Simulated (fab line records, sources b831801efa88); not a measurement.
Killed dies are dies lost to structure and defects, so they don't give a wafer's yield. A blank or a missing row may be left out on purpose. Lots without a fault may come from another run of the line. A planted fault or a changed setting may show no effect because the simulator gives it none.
fab line records | flow sky130
record lots=5 wafers=15 last_day=48
route steps=708 shown POLY_GATE@220 LDD_N@237 LDD_P@255
lots that met no fault: from a run of the same line without faults
start_h: hours from the record's first day to the start of the lot's first wafer shown | wait_h: hours since the lot's step before | " the same as in the row above | L1.1+2: a row that stands for several wafers | - no value, or no start given | * or withheld: withheld | < > ~ a bound
route shown NAME@n: a module of which the file shows steps, and the number in the route of the first | usual: mean/standard deviation of fault-free wafers | same: alike in all rows | chamber/n: place in a boat | sites: the reading at each site | _std_site: their standard deviation | _edge_site: outer sites' mean less inner sites' | radius_mm: how far each site lies from the wafer's centre | mask NAME#n: copy n | behind: the tool/chamber that last shaped the wafer | hold: why the lot was held/for how many hours/how that ended | device: the transistor (n, p or np) that didn't switch | end of line: the same wafers' tests at the end of the route | a step without rows: its recipe alone | killed: dies lost to structure and defects at the first sort, not the wafer's yield | map: a wafer's dies, x killed, . not, _ none there
set.NAME: the setting as run; set.NAME@STEP: as run at that earlier step | model.NAME: the simulator's own value behind a step, which no gauge read
lots at some steps of the route; a table a step, a row a wafer
services: from which hour (start_h, from the record's first day; less than 0 if before it) a tool's chamber was out of use, for how many hours, and why
## steps
# step SKY_POLY_GATE_HMDS_06
# recipe prime_time_s=60 prime_temp_c=120
# columns lot.wafer tool chamber start_h wait_h
L079.1+2+6 litho_track-03 0 412.58 0.1
L080.2+3+4 litho_track-04 0 416.27 0.1
L078.2+3+4 litho_track-03 0 421.90 0.1
L086.1+2+6 litho_track-04 0 463.80 0.1
L088.4+5+6 litho_track-04 0 474.37 0.1
# step SKY_POLY_GATE_COAT_07
# recipe resist=BARC temp_c=withheld time_s=withheld spin_rpm=3000 resist_thk_nm=110
# columns lot.wafer tool chamber start_h wait_h
L079.1+2+6 litho_track-03 0 412.73 0.1
L080.2+3+4 litho_track-04 0 416.42 0.1
L078.2+3+4 litho_track-03 0 422.05 0.1
L086.1+2+6 litho_track-04 0 463.95 0.1
L088.4+5+6 litho_track-04 0 474.52 0.1
# step SKY_POLY_GATE_COAT_08
# recipe resist=KrF-thick spin_rpm=3000 resist_thk_nm=450
# columns lot.wafer tool chamber start_h wait_h
L079.1+2+6 litho_track-03 0 - -
L080.2+3+4 litho_track-04 0 - -
L078.2+3+4 litho_track-03 0 - -
L086.1+2+6 litho_track-04 0 - -
L088.4+5+6 litho_track-04 0 - -
# step SKY_POLY_GATE_SOFTBAKE_09
# recipe temp_c=100 time_s=90 resist=KrF-thick
# columns lot.wafer tool chamber start_h wait_h
L079.1+2+6 litho_track-03 0 - -
L080.2+3+4 litho_track-04 0 - -
L078.2+3+4 litho_track-03 0 - -
L086.1+2+6 litho_track-04 0 - -
L088.4+5+6 litho_track-04 0 - -
# step SKY_POLY_GATE_EXPOSE_10
# recipe mask_id=P1M na=0.68 source_shape=conventional sigma_outer=0.6 target_cd_nm=150 dose_mj=28
# same na=0.68
# columns lot.wafer tool chamber start_h wait_h mask
L079.1+2+6 krf_scanner-02 0 - - P1M#0
L080.2+3+4 krf_scanner-02 0 - - P1M#0
L078.2+3+4 krf_scanner-01 0 - - P1M#0
L086.1+2+6 krf_scanner-01 0 - - P1M#0
L088.4+5+6 krf_scanner-02 0 - - P1M#0
# step SKY_POLY_GATE_PEB_11
# recipe peb_temp_c=withheld peb_time_s=withheld resist=KrF-thick
# columns lot.wafer tool chamber start_h wait_h
L079.1+2+6 litho_track-04 0 - -
L080.2+3+4 litho_track-03 0 - -
L078.2+3+4 litho_track-04 0 - -
L086.1+2+6 litho_track-02 0 - -
L088.4+5+6 litho_track-03 0 - -
# step SKY_POLY_GATE_DEVELOP_12
# recipe develop_time_s=60 resist=KrF-thick dev_temp_c=21
# columns lot.wafer tool chamber start_h wait_h
L079.1+2+6 litho_track-04 0 - -
L080.2+3+4 litho_track-03 0 - -
L078.2+3+4 litho_track-04 0 - -
L086.1+2+6 litho_track-02 0 - -
L088.4+5+6 litho_track-03 0 - -
# step SKY_POLY_GATE_CD_MEAS_13
# recipe target_cd_nm=150
# usual cd_nm=149.5/1.5
# columns lot.wafer tool chamber start_h wait_h cd_nm
L079.1 cd_sem-01 - 428.55 - 149.9
L079.2 " - " " 149.9
L079.6 " - " " 149.1
L080.2 cd_sem-02 - 432.80 - 149.1
L080.3 " - " " 150.0
L080.4 " - " " 149.9
L078.2 cd_sem-02 - 437.57 - 149.5
L078.3 " - " " 151.2
L078.4 " - " " 151.1
L086.1 cd_sem-01 - 479.91 - 150.4
L086.2 " - " " 149.4
L086.6 " - " " 149.5
L088.4 cd_sem-02 - 490.19 - 150.2
L088.5 " - " " 149.7
L088.6 " - " " 149.1
# step SKY_POLY_GATE_OVL_MEAS_14
# usual POLY_GATE_OVL=-1/4.3
# columns lot.wafer tool chamber start_h wait_h POLY_GATE_OVL[nm]
L079.1 overlay-02 - 428.67 0.1 2
L079.2 " - " " 5
L079.6 " - " " 3
L080.2 overlay-01 - 432.90 0.1 -4
L080.3 " - " " 1
L080.4 " - " " -2
L078.2 overlay-01 - 437.67 0.1 -1
L078.3 " - " " -7
L078.4 " - " " 0
L086.1 overlay-02 - 480.03 0.1 5
L086.2 " - " " 4
L086.6 " - " " -1
L088.4 overlay-02 - 490.26 0.1 -2
L088.5 " - " " -1
L088.6 " - " " 1
# step SKY_POLY_GATE_ETCH_15
# recipe chemistry=N2/H2 target=BARC ion_energy_ev=200 source_w=500 bias_w=100 pressure_mtorr=30 n2_flow_sccm=100 h2_flow_sccm=200 stop_on=SiO2 time_s=118.5 target_depth_a=1100
# usual drypump_motor_current_A=5.7/0.48 oes_product_au=0.717/0.0047 throttle_valve_pct=13.213/0.0097
# columns lot.wafer tool chamber start_h wait_h drypump_motor_current_A oes_product_au rf_hours_counter_h throttle_valve_pct
L079.1 rie_diel-01 0 428.70 0.0 5.6 0.708 3 13.227
L079.2 " 1 " " 4.9 0.711 7 13.218
L079.6 " 1 " " 4.9 0.711 - 13.229
L080.2 rie_diel-01 0 432.93 0.0 5.6 0.725 3 13.210
L080.3 " 1 " " 4.9 0.716 7 13.223
L080.4 " 2 " " 5.6 0.715 5 13.211
L078.2 rie_diel-03 2 437.70 0.0 5.9 0.723 33 13.214
L078.3 " 1 " " 6.6 0.713 53 13.202
L078.4 " 3 " " 6.0 0.713 - 13.215
L086.1 rie_diel-01 0 480.06 0.0 5.6 0.723 5 13.203
L086.2 " 1 " " 4.9 0.711 8 13.221
L086.6 " 2 " " 5.6 0.708 - 13.216
L088.4 rie_diel-03 2 490.32 0.1 5.9 0.713 - 13.224
L088.5 " 1 " " 6.6 0.719 - 13.211
L088.6 " 3 " " 6.0 0.721 - 13.204
# step SKY_POLY_GATE_ETCH_16
# recipe stop_on=poly-Si chemistry=CH3F/O2 target=Si3N4 source_w=400 bias_w=80 pressure_mtorr=25 ch3f_flow_sccm=40 O2_flow_sccm=30 time_s=147.5 target_depth_a=750
# usual drypump_motor_current_A=5.7/0.48 oes_product_au=0.640/0.0058 throttle_valve_pct=10.535/0.009
# columns lot.wafer tool chamber start_h wait_h drypump_motor_current_A oes_product_au rf_hours_counter_h throttle_valve_pct
L079.1 rie_diel-01 0 428.79 0.0 5.6 0.644 3 10.548
L079.2 " 1 " " 4.9 0.643 7 10.542
L079.6 " 1 " " 4.9 0.634 - 10.548
L080.2 rie_diel-01 0 433.02 0.0 5.6 0.634 3 10.538
L080.3 " 1 " " 4.9 0.643 7 10.518
L080.4 " 2 " " 5.6 0.648 5 10.533
L078.2 rie_diel-03 2 437.79 0.0 5.9 0.626 34 10.538
L078.3 " 1 " " 6.6 0.637 53 10.531
L078.4 " 3 " " 5.9 0.637 - 10.523
L086.1 rie_diel-01 0 480.14 0.0 5.6 0.634 5 10.540
L086.2 " 1 " " 4.9 0.633 8 10.536
L086.6 " 2 " " 5.6 0.628 - 10.534
L088.4 rie_diel-03 2 490.41 0.0 5.9 0.639 - 10.531
L088.5 " 1 " " 6.6 0.639 - 10.525
L088.6 " 3 " " 6.0 0.643 - 10.543
# step SKY_POLY_GATE_ETCH_17
# recipe target_depth_nm=180 stop_on=SiO2 over_etch_frac=0.56667 chemistry=HBr/Cl2 target=poly-Si icp_w=400 bias_w=100 pressure_mtorr=10 HBr_flow_sccm=150 Cl2_flow_sccm=50 time_s=70.5
# usual drypump_motor_current_A=5.7/0.35 oes_product_au=0.987/0.0069 throttle_valve_pct=33.685/0.0085
# columns lot.wafer tool chamber start_h wait_h drypump_motor_current_A oes_product_au rf_hours_counter_h throttle_valve_pct
L079.1 rie_si-02 2 428.88 0.0 6.1 0.977 5 33.695
L079.2 " 3 " " 5.9 0.977 0 33.672
L079.6 " 3 " " 5.9 0.978 - 33.690
L080.2 rie_si-01 0 433.11 0.0 5.9 0.987 44 33.693
L080.3 " 1 " " 5.6 0.988 1 33.670
L080.4 " 2 " " 5.8 0.990 1 33.692
L078.2 rie_si-02 3 437.88 0.0 5.9 0.992 0 33.694
L078.3 " 1 " " 5.5 0.996 3 33.677
L078.4 " 1 " " 5.5 0.998 - 33.677
L086.1 rie_si-02 2 480.24 0.0 6.1 0.987 6 33.697
L086.2 " 1 " " 5.5 0.981 3 33.677
L086.6 " 0 " " 5.0 0.981 - 33.676
L088.4 rie_si-02 2 490.46 0.0 6.1 0.999 6 33.691
L088.5 " 0 " " 5.0 0.991 - 33.678
L088.6 " 1 " " 5.4 1.009 - 33.692
# step SKY_POLY_GATE_STRIP_18
# recipe chemistry=O2/N2 power_w=1400 pressure_mtorr=1500 platen_temp_c=withheld o2_flow_sccm=3000 n2_flow_sccm=300 overash_fraction=0.5
# usual drypump_motor_current_A=5.9/0.31 o2_flow_sccm=3000/9.4 oes_product_au=0.361/0.005 strip_time_to_endpoint_s=3.17/0.037
# columns lot.wafer tool chamber start_h wait_h drypump_motor_current_A o2_flow_sccm oes_product_au rf_hours_counter_h strip_time_to_endpoint_s
L079.1 plasma_asher-04 0 428.94 0.0 5.5 2997 0.357 76 3.18
L079.2 " 1 " " 5.6 3010 0.362 76 3.17
L079.6 " 1 " " 5.6 3011 0.362 - 3.18
L080.2 plasma_asher-01 0 433.17 0.0 6.1 2988 0.358 64 3.11
L080.3 " 1 " " 6.3 2999 0.362 - 3.10
L080.4 " 0 " " 6.2 3008 0.361 - 3.14
L078.2 plasma_asher-04 1 437.94 0.0 5.6 2984 0.358 77 3.20
L078.3 " 1 " " 5.6 3000 0.364 - 3.15
L078.4 " 0 " " 5.4 3010 0.362 - 3.15
L086.1 plasma_asher-04 1 480.30 0.0 5.6 3004 0.361 80 3.17
L086.2 " 0 " " 5.5 2995 0.362 80 3.14
L086.6 " 1 " " 5.6 2989 0.357 - 3.14
L088.4 plasma_asher-03 0 490.55 0.1 6.0 3002 0.368 - 3.20
L088.5 " 1 " " 5.7 2997 0.356 - 3.15
L088.6 " 0 " " 6.0 3008 0.370 - 3.20
# step SKY_POLY_GATE_CLEAN_19
# recipe chemistry=SC1/SC2 mix=1:4:20 temp_c=70 time_s=150 dry=n2_spin
# usual bath_heat_duty_pct=13.4/1.6
# columns lot.wafer tool chamber start_h wait_h bath_heat_duty_pct
L079.1 wet_bench-01 3 429.04 0.1 13.5
L079.2 " 3 " " 11.7
L079.6 " 3 " " 12.1
L080.2 wet_bench-01 3 433.27 0.1 13.5
L080.3 " 3 " " 12.0
L080.4 " 3 " " 13.3
L078.2 wet_bench-04 0 438.04 0.1 13.8
L078.3 " 0 " " 14.3
L078.4 " 0 " " 15.0
L086.1 wet_bench-01 2 480.40 0.1 11.2
L086.2 " 2 " " 11.3
L086.6 " 2 " " 13.4
L088.4 wet_bench-01 1 490.62 0.0 11.1
L088.5 " 1 " " 9.8
L088.6 " 1 " " 10.9
# step SKY_POLY_GATE_OXIDATION_20
# recipe temp_c=850 ambient=O2 stabilise_s=600 purge_s=300 target_thk_a=40 ox_time_s=899
# usual zone_power_top_pct=31/5.9
# same purge_s=300
# columns lot.wafer tool chamber start_h wait_h zone_power_top_pct
L079.1 furnace-01 0 429.09 0.0 39
L079.2 " 0 " " 39
L079.6 " 0 " " 40
L080.2 furnace-01 0 433.32 0.0 39
L080.3 " 0 " " 40
L080.4 " 0 " " 39
L078.2 furnace-02 0 438.70 0.6 27
L078.3 " 0 " " 27
L078.4 " 0 " " 27
L086.1 furnace-02 0 480.45 0.0 26
L086.2 " 0 " " 27
L086.6 " 0 " " 27
L088.4 furnace-02 0 491.28 0.6 27
L088.5 " 0 " " 26
L088.6 " 0 " " 27
# step SKY_POLY_GATE_THK_MEAS_21
# recipe reads=SiO2_of_POLY_GATE_OXIDATION_20
# usual POLY_GATE_OXIDATION_THK=3.98/0.071
# columns lot.wafer tool chamber start_h wait_h POLY_GATE_OXIDATION_THK[nm]
L079.1 film_metro-03 - 430.34 0.0 3.92
L079.2 " - " " 3.99
L079.6 " - " " 4.00
L080.2 film_metro-03 - 434.58 0.0 3.83
L080.3 " - " " 3.94
L080.4 " - " " 3.91
L078.2 film_metro-04 - 439.96 0.0 4.04
L078.3 " - " " 3.94
L078.4 " - " " 4.00
L086.1 film_metro-03 - 481.70 0.0 3.84
L086.2 " - " " 3.89
L086.6 " - " " 4.04
L088.4 film_metro-01 - 492.56 0.0 4.00
L088.5 " - " " 4.00
L088.6 " - " " 4.04
# step SKY_POLY_GATE_CD_MEAS_22
# usual cd_nm=149.5/2.2
# columns lot.wafer tool chamber start_h wait_h cd_nm
L079.1 cd_sem-02 - 430.40 0.1 147.9
L079.2 " - " " 148.8
L079.6 " - " " 147.5
L080.2 cd_sem-01 - 434.66 0.1 146.9
L080.3 " - " " 150.2
L080.4 " - " " 149.7
L078.2 cd_sem-01 - 440.04 0.1 148.0
L078.3 " - " " 150.6
L078.4 " - " " 151.6
L086.1 cd_sem-02 - 481.76 0.1 147.2
L086.2 " - " " 149.9
L086.6 " - " " 148.3
L088.4 cd_sem-01 - 492.68 0.1 151.9
L088.5 " - " " 150.5
L088.6 " - " " 152.6
# step SKY_LDD_N_DEHYDRATE_00
# recipe temp_c=200 time_s=60
# columns lot.wafer tool chamber start_h wait_h
L079.1+2+6 litho_track-01 0 445.14 14.7
L080.2+3+4 litho_track-03 0 449.30 14.6
L078.2+3+4 litho_track-03 0 454.95 14.9
L086.1+2+6 litho_track-01 0 496.69 14.9
L088.4+5+6 litho_track-01 0 506.66 14.0
# step SKY_LDD_N_HMDS_01
# recipe prime_time_s=60 prime_temp_c=120
# columns lot.wafer tool chamber start_h wait_h
L079.1+2+6 litho_track-01 0 445.29 0.1
L080.2+3+4 litho_track-03 0 449.45 0.1
L078.2+3+4 litho_track-03 0 455.10 0.1
L086.1+2+6 litho_track-01 0 496.84 0.1
L088.4+5+6 litho_track-01 0 506.81 0.1
# step SKY_LDD_N_COAT_02
# recipe resist=NOVOLAK spin_rpm=3000 resist_thk_nm=300
# columns lot.wafer tool chamber start_h wait_h
L079.1+2+6 litho_track-01 0 445.44 0.1
L080.2+3+4 litho_track-03 0 449.60 0.1
L078.2+3+4 litho_track-03 0 455.25 0.1
L086.1+2+6 litho_track-01 0 496.99 0.1
L088.4+5+6 litho_track-01 0 506.96 0.1
# step SKY_LDD_N_SOFTBAKE_03
# recipe temp_c=90 time_s=60 resist=NOVOLAK
# columns lot.wafer tool chamber start_h wait_h
L079.1+2+6 litho_track-01 0 445.59 0.1
L080.2+3+4 litho_track-03 0 449.75 0.1
L078.2+3+4 litho_track-03 0 455.40 0.1
L086.1+2+6 litho_track-01 0 497.14 0.1
L088.4+5+6 litho_track-01 0 507.11 0.1
# step SKY_LDD_N_EXPOSE_04
# recipe mask_id=NTM target_cd_nm=840 na=0.6 source_shape=conventional sigma_outer=0.6 dose_mj=110
# same na=0.6
# columns lot.wafer tool chamber start_h wait_h mask
L079.1+2+6 iline_stepper-02 0 - - NTM#0
L080.2+3+4 iline_stepper-02 0 - - NTM#0
L078.2+3+4 iline_stepper-02 0 - - NTM#0
L086.1+2+6 iline_stepper-02 0 - - NTM#0
L088.4+5+6 iline_stepper-02 0 - - NTM#0
# step SKY_LDD_N_PEB_05
# recipe temp_c=withheld time_s=* resist=NOVOLAK
# columns lot.wafer tool chamber start_h wait_h
L079.1+2+6 litho_track-02 0 - -
L080.2+3+4 litho_track-01 0 - -
L078.2+3+4 litho_track-02 0 - -
L086.1+2+6 litho_track-03 0 - -
L088.4+5+6 litho_track-02 0 - -
# step SKY_LDD_N_DEVELOP_06
# recipe develop_time_s=60 dev_temp_c=23
# columns lot.wafer tool chamber start_h wait_h
L079.1+2+6 litho_track-02 0 460.61 0.1
L080.2+3+4 litho_track-01 0 464.81 0.1
L078.2+3+4 litho_track-02 0 469.98 0.1
L086.1+2+6 litho_track-03 0 512.03 0.1
L088.4+5+6 litho_track-02 0 522.58 0.1
# step SKY_LDD_N_OVL_MEAS_07
# usual LDD_N_OVL=-1.4/1.4
# columns lot.wafer tool chamber start_h wait_h LDD_N_OVL[nm]
L079.1 overlay-02 - 460.76 0.1 0.2
L079.2 " - " " -0.2
L079.6 " - " " 0.4
L080.2 overlay-02 - 464.94 0.1 0.5
L080.3 " - " " -2.5
L080.4 " - " " -2.9
L078.2 overlay-01 - 470.11 0.1 -1.6
L078.3 " - " " -2.9
L078.4 " - " " -1.2
L086.1 overlay-01 - 512.18 0.1 -2.1
L086.2 " - " " -4.4
L086.6 " - " " -1.8
L088.4 overlay-02 - 522.67 0.1 -1.6
L088.5 " - " " -2.2
L088.6 " - " " 0.1
# step SKY_LDD_N_IMPLANT_08
# recipe species=As energy_kev=20 dose_cm2=7.5e+13 tilt_deg=withheld rotation_deg=23
# columns lot.wafer tool chamber start_h wait_h
L079.1+2+6 implanter-03 0 460.79 0.0
L080.2+3+4 implanter-01 0 465.00 0.0
L078.2+3+4 implanter-01 0 470.21 0.1
L086.1+2+6 implanter-04 0 512.21 0.0
L088.4+5+6 implanter-03 0 522.77 0.1
# step SKY_LDD_N_IMPLANT_09
# recipe species=As energy_kev=20 dose_cm2=7.5e+13 tilt_deg=withheld rotation_deg=113
# columns lot.wafer tool chamber start_h wait_h
L079.1+2+6 implanter-03 0 460.94 0.1
L080.2+3+4 implanter-01 0 465.15 0.1
L078.2+3+4 implanter-01 0 470.36 0.1
L086.1+2+6 implanter-04 0 512.36 0.1
L088.4+5+6 implanter-03 0 522.92 0.1
# step SKY_LDD_N_IMPLANT_10
# recipe species=As energy_kev=20 dose_cm2=7.5e+13 tilt_deg=withheld rotation_deg=203
# columns lot.wafer tool chamber start_h wait_h
L079.1+2+6 implanter-03 0 461.09 0.1
L080.2+3+4 implanter-01 0 465.30 0.1
L078.2+3+4 implanter-01 0 470.51 0.1
L086.1+2+6 implanter-04 0 512.51 0.1
L088.4+5+6 implanter-03 0 523.07 0.1
# step SKY_LDD_N_IMPLANT_11
# recipe species=As energy_kev=20 dose_cm2=7.5e+13 tilt_deg=withheld rotation_deg=293
# columns lot.wafer tool chamber start_h wait_h
L079.1+2+6 implanter-03 0 461.24 0.1
L080.2+3+4 implanter-01 0 465.45 0.1
L078.2+3+4 implanter-01 0 470.66 0.1
L086.1+2+6 implanter-04 0 512.66 0.1
L088.4+5+6 implanter-03 0 523.22 0.1
# step SKY_LDD_N_IMPLANT_12
# recipe species=BF2 energy_kev=50 dose_cm2=5e+12 tilt_deg=30 rotation_deg=0
# columns lot.wafer tool chamber start_h wait_h
L079.1+2+6 implanter-03 0 461.39 0.1
L080.2+3+4 implanter-01 0 465.60 0.1
L078.2+3+4 implanter-01 0 470.81 0.1
L086.1+2+6 implanter-04 0 512.81 0.1
L088.4+5+6 implanter-03 0 523.37 0.1
# step SKY_LDD_N_IMPLANT_13
# recipe species=BF2 energy_kev=50 dose_cm2=5e+12 tilt_deg=30 rotation_deg=90
# columns lot.wafer tool chamber start_h wait_h
L079.1+2+6 implanter-03 0 461.54 0.1
L080.2+3+4 implanter-01 0 465.75 0.1
L078.2+3+4 implanter-01 0 470.96 0.1
L086.1+2+6 implanter-04 0 512.96 0.1
L088.4+5+6 implanter-03 0 523.52 0.1
# step SKY_LDD_N_IMPLANT_14
# recipe species=BF2 energy_kev=50 dose_cm2=5e+12 tilt_deg=30 rotation_deg=180
# columns lot.wafer tool chamber start_h wait_h
L079.1+2+6 implanter-03 0 461.69 0.1
L080.2+3+4 implanter-01 0 465.90 0.1
L078.2+3+4 implanter-01 0 471.11 0.1
L086.1+2+6 implanter-04 0 513.11 0.1
L088.4+5+6 implanter-03 0 523.67 0.1
# step SKY_LDD_N_IMPLANT_15
# recipe species=BF2 energy_kev=50 dose_cm2=5e+12 tilt_deg=30 rotation_deg=270
# columns lot.wafer tool chamber start_h wait_h
L079.1+2+6 implanter-03 0 461.84 0.1
L080.2+3+4 implanter-01 0 466.05 0.1
L078.2+3+4 implanter-01 0 471.26 0.1
L086.1+2+6 implanter-04 0 513.26 0.1
L088.4+5+6 implanter-03 0 523.82 0.1
# step SKY_LDD_N_STRIP_16
# recipe chemistry=O2/N2 power_w=1400 pressure_mtorr=1500 platen_temp_c=withheld o2_flow_sccm=3000 n2_flow_sccm=300 overash_fraction=0.5
# usual drypump_motor_current_A=5.9/0.44 o2_flow_sccm=3001/9.6 oes_product_au=0.407/0.0048 strip_time_to_endpoint_s=4.317/0.014
# columns lot.wafer tool chamber start_h wait_h drypump_motor_current_A o2_flow_sccm oes_product_au rf_hours_counter_h strip_time_to_endpoint_s
L079.1 plasma_asher-02 0 461.99 0.1 4.9 2995 0.400 3 4.333
L079.2 " 1 " " 5.7 3003 0.414 3 4.312
L079.6 " 0 " " 4.9 3012 0.402 - 4.337
L080.2 plasma_asher-03 0 466.17 0.1 6.0 3009 0.401 31 4.289
L080.3 " 0 " " 6.0 3006 0.398 - 4.315
L080.4 " 1 " " 5.7 2996 0.399 - 4.315
L078.2 plasma_asher-02 0 471.38 0.1 4.9 2986 0.408 4 4.311
L078.3 " 0 " " 4.8 2996 0.414 - 4.319
L078.4 " 1 " " 5.7 2997 0.403 - 4.300
L086.1 plasma_asher-01 1 513.41 0.1 6.4 3003 0.409 73 4.319
L086.2 " 0 " " 6.2 3001 0.408 73 4.324
L086.6 " 0 " " 6.2 2998 0.402 - 4.314
L088.4 plasma_asher-01 0 523.92 0.1 6.2 3009 0.407 - 4.308
L088.5 " 0 " " 6.2 3020 0.410 - 4.332
L088.6 " 1 " " 6.4 3027 0.406 - 4.318
# step SKY_LDD_N_TW_MEAS_17
# usual LDD_N_TW=2582/22
# columns lot.wafer tool chamber start_h wait_h LDD_N_TW
L079.1 film_metro-03 - 462.09 0.1 2551
L079.2 " - " " 2555
L079.6 " - " " 2557
L080.2 film_metro-01 - 466.28 0.1 2628
L080.3 " - " " 2617
L080.4 " - " " 2623
L078.2 film_metro-02 - 471.49 0.1 2583
L078.3 " - " " 2581
L078.4 " - " " 2587
L086.1 film_metro-01 - 513.51 0.1 2602
L086.2 " - " " 2620
L086.6 " - " " 2607
L088.4 film_metro-02 - 524.02 0.1 2591
L088.5 " - " " 2586
L088.6 " - " " 2599
# step SKY_LDD_P_DEHYDRATE_00
# recipe temp_c=200 time_s=60
# columns lot.wafer tool chamber start_h wait_h
L079.1+2+6 litho_track-03 0 476.43 14.3
L080.2+3+4 litho_track-04 0 480.32 14.0
L078.2+3+4 litho_track-04 0 485.67 14.2
L086.1+2+6 litho_track-03 0 528.08 14.6
L088.4+5+6 litho_track-03 0 538.25 14.2
# step SKY_LDD_P_HMDS_01
# recipe prime_time_s=60 prime_temp_c=120
# columns lot.wafer tool chamber start_h wait_h
L079.1+2+6 litho_track-03 0 476.58 0.1
L080.2+3+4 litho_track-04 0 480.47 0.1
L078.2+3+4 litho_track-04 0 485.82 0.1
L086.1+2+6 litho_track-03 0 528.23 0.1
L088.4+5+6 litho_track-03 0 538.40 0.1
# step SKY_LDD_P_COAT_02
# recipe resist=NOVOLAK spin_rpm=3000 resist_thk_nm=1140
# columns lot.wafer tool chamber start_h wait_h
L079.1+2+6 litho_track-03 0 476.73 0.1
L080.2+3+4 litho_track-04 0 480.62 0.1
L078.2+3+4 litho_track-04 0 485.97 0.1
L086.1+2+6 litho_track-03 0 528.38 0.1
L088.4+5+6 litho_track-03 0 538.55 0.1
# step SKY_LDD_P_SOFTBAKE_03
# recipe temp_c=90 time_s=60 resist=NOVOLAK
# columns lot.wafer tool chamber start_h wait_h
L079.1+2+6 litho_track-03 0 476.88 0.1
L080.2+3+4 litho_track-04 0 480.77 0.1
L078.2+3+4 litho_track-04 0 486.12 0.1
L086.1+2+6 litho_track-03 0 528.53 0.1
L088.4+5+6 litho_track-03 0 538.70 0.1
# step SKY_LDD_P_EXPOSE_04
# recipe mask_id=PSDM na=0.6 source_shape=conventional sigma_outer=0.6 polarization=unpolarized target_cd_nm=380 dose_mj=138
# same na=0.6
# columns lot.wafer tool chamber start_h wait_h mask
L079.1+2+6 iline_stepper-02 0 - - PSDM#0
L080.2+3+4 iline_stepper-01 0 - - PSDM#0
L078.2+3+4 iline_stepper-01 0 - - PSDM#0
L086.1+2+6 iline_stepper-01 0 - - PSDM#0
L088.4+5+6 iline_stepper-02 0 - - PSDM#0
# step SKY_LDD_P_PEB_05
# recipe temp_c=withheld time_s=* resist=NOVOLAK
# columns lot.wafer tool chamber start_h wait_h
L079.1+2+6 litho_track-01 0 - -
L080.2+3+4 litho_track-01 0 - -
L078.2+3+4 litho_track-01 0 - -
L086.1+2+6 litho_track-04 0 - -
L088.4+5+6 litho_track-01 0 - -
# step SKY_LDD_P_DEVELOP_06
# recipe resist=NOVOLAK developer=TMAH develop_time_s=60 dev_temp_c=23
# columns lot.wafer tool chamber start_h wait_h
L079.1+2+6 litho_track-01 0 492.49 0.1
L080.2+3+4 litho_track-01 0 495.96 0.1
L078.2+3+4 litho_track-01 0 501.46 0.1
L086.1+2+6 litho_track-04 0 543.25 0.1
L088.4+5+6 litho_track-01 0 553.71 0.1
# step SKY_LDD_P_CD_MEAS_07
# recipe target_cd_nm=380
# usual cd_nm=380.5/2.7
# columns lot.wafer tool chamber start_h wait_h cd_nm
L079.1 cd_sem-02 - 492.64 0.1 377.0
L079.2 " - " " 376.9
L079.6 " - " " 377.5
L080.2 cd_sem-02 - 496.11 0.1 374.8
L080.3 " - " " 377.1
L080.4 " - " " 377.1
L078.2 cd_sem-02 - 501.61 0.1 377.3
L078.3 " - " " 379.6
L078.4 " - " " 376.1
L086.1 cd_sem-02 - 543.40 0.1 385.3
L086.2 " - " " 383.6
L086.6 " - " " 384.2
L088.4 cd_sem-02 - 553.85 0.1 377.5
L088.5 " - " " 379.2
L088.6 " - " " 380.0
# step SKY_LDD_P_OVL_MEAS_08
# usual LDD_P_OVL=-0.6/1.2
# columns lot.wafer tool chamber start_h wait_h LDD_P_OVL[nm]
L079.1 overlay-01 - 492.76 0.1 -2.3
L079.2 " - " " -2.4
L079.6 " - " " -0.4
L080.2 overlay-02 - 496.21 0.1 -0.5
L080.3 " - " " -1.5
L080.4 " - " " -1.8
L078.2 overlay-02 - 501.71 0.1 -1.0
L078.3 " - " " -1.4
L078.4 " - " " -0.4
L086.1 overlay-01 - 543.52 0.1 0.0
L086.2 " - " " -1.7
L086.6 " - " " -1.5
L088.4 overlay-02 - 553.92 0.1 -0.9
L088.5 " - " " -0.8
L088.6 " - " " -1.0
# step SKY_LDD_P_IMPLANT_09
# recipe species=BF2 energy_kev=25 dose_cm2=1e+13 tilt_deg=withheld
# columns lot.wafer tool chamber start_h wait_h
L079.1+2+6 implanter-01 0 492.79 0.0
L080.2+3+4 implanter-04 0 496.27 0.0
L078.2+3+4 implanter-01 0 501.77 0.0
L086.1+2+6 implanter-02 0 543.55 0.0
L088.4+5+6 implanter-01 0 554.02 0.1
# step SKY_LDD_P_STRIP_10
# recipe chemistry=O2/N2 power_w=1400 pressure_mtorr=1500 platen_temp_c=withheld o2_flow_sccm=3000 n2_flow_sccm=300 overash_fraction=0.5
# usual drypump_motor_current_A=5.6/0.32 o2_flow_sccm=3000/8.7 oes_product_au=0.715/0.0043 strip_time_to_endpoint_s=14.189/0.03
# columns lot.wafer tool chamber start_h wait_h drypump_motor_current_A o2_flow_sccm oes_product_au rf_hours_counter_h strip_time_to_endpoint_s
L079.1 plasma_asher-02 1 492.94 0.1 5.7 2997 0.713 6 14.190
L079.2 " 0 " " 4.9 2997 0.713 6 14.129
L079.6 " 1 " " 5.7 2997 0.712 - 14.175
L080.2 plasma_asher-04 1 496.39 0.1 5.6 2994 0.716 81 14.240
L080.3 " 0 " " 5.4 3019 0.719 - 14.271
L080.4 " 1 " " 5.6 2992 0.713 - 14.206
L078.2 plasma_asher-04 0 501.89 0.1 5.5 2992 0.714 82 14.246
L078.3 " 0 " " 5.4 3002 0.720 - 14.209
L078.4 " 1 " " 5.6 2991 0.714 - 14.197
L086.1 plasma_asher-03 1 543.70 0.1 5.7 2991 0.713 39 14.201
L086.2 " 0 " " 6.0 2983 0.708 39 14.156
L086.6 " 1 " " 5.7 2997 0.717 - 14.195
L088.4 plasma_asher-04 0 554.13 0.1 5.4 3002 0.718 - 14.229
L088.5 " 0 " " 5.4 3001 0.723 - 14.176
L088.6 " 1 " " 5.6 2995 0.717 - 14.151
## services
# columns tool chamber start_h hours kind
iline_stepper-02 - 392.05 1.7 pm
krf_scanner-02 - 404.60 1.3 pm
rie_si-02 0 412.77 33.1 repair
rie_diel-03 0 413.58 32.4 repair
plasma_asher-02 - 421.25 9.0 pm
implanter-04 - 431.02 1.0 repair
implanter-04 - 440.14 0.8 repair
krf_scanner-02 - 446.53 1.0 pm
plasma_asher-04 - 446.86 8.8 repair
rie_diel-01 1 450.70 10.2 repair
rie_diel-01 3 459.61 6.3 repair
krf_scanner-02 - 460.07 3.6 pm
krf_scanner-02 - 463.62 4.4 pm
implanter-04 - 467.78 8.6 repair
plasma_asher-04 - 471.02 2.8 pm
plasma_asher-02 - 472.08 0.8 repair
rie_diel-03 1 472.09 1.6 repair
rie_diel-01 3 479.71 2.6 repair
rie_diel-03 0 480.51 13.4 repair
rie_si-02 0 490.97 7.2 repair
rie_diel-03 - 517.06 0.7 repair
rie_si-02 0 527.58 7.7 repair
rie_si-02 1 539.89 32.6 repair
implanter-04 - 552.97 1.3 repair
## key
fault none
